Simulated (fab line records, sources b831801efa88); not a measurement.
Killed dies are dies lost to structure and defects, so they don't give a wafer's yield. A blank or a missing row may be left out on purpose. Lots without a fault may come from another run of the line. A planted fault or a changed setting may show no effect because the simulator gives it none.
Chamber matching | flow sky130 | SKY_FIELD_ISO_CMP_27 on cmp-01: 4 sister chambers
The step polishes, stops on Si3N4, t overpolish 16 s, target thk 457.8 nm. 8 wafers are shown with their chamber, then 8 later ones without.

WAFERS WITH THEIR CHAMBER
wafer  | chamber | motor_current_A (A) | platen_rpm (rpm)
L598.2 | 1       | 10.5                | 59.98
L598.6 | 1       | 11.2                | 59.99
L603.5 | 2       | 13.6                | 60.05
L606.1 | 3       | 15.2                | 60.02
L615.1 | 2       | 14.3                | 60.00
L615.3 | 3       | 14.2                | 59.94
L615.6 | 0       | 11.0                | 60.04
L616.1 | 0       | 11.0                | 59.95

WAFERS WITHOUT THEIR CHAMBER
wafer  | motor_current_A (A) | platen_rpm (rpm)
L616.5 | 11.4                | 60.08
L616.6 | 11.0                | 60.04
L617.1 | 14.9                | 60.00
L617.4 | 11.7                | 59.98
L617.5 | 11.3                | 60.03
L618.1 | 14.5                | 59.99
L618.2 | 11.0                | 59.98
L618.5 | 15.2                | 59.98

WHICH CHAMBER EACH WENT THROUGH
wafer  | from the rows above     | in truth
L616.5 | can't be placed: 0 or 1 | 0
L616.6 | can't be placed: 0 or 1 | 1
L617.1 | can't be placed: 3 or 2 | 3
L617.4 | can't be placed: 0 or 1 | 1
L617.5 | can't be placed: 0 or 1 | 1
L618.1 | can't be placed: 3 or 2 | 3
L618.2 | can't be placed: 1 or 0 | 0
L618.5 | can't be placed: 3 or 2 | 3
Placed correctly: 0 of 8. Can't be placed from these rows: 8 (the true chamber is among the candidates in 8). Placed wrongly: 0.
How it was worked out, from the rows above alone: a wafer's distance from a chamber is the root of the sum, over the readings, of the square of ((its reading less the chamber's mean) divided by the reading's scatter). The wafer belongs to the nearest chamber; if the next one is less than 2 further off, it can't be placed. A chamber's mean is the mean of its shown wafers. The scatter: the root of (the sum of the squares of (reading less its chamber's mean) over the shown wafers, divided by (wafers less chambers)).
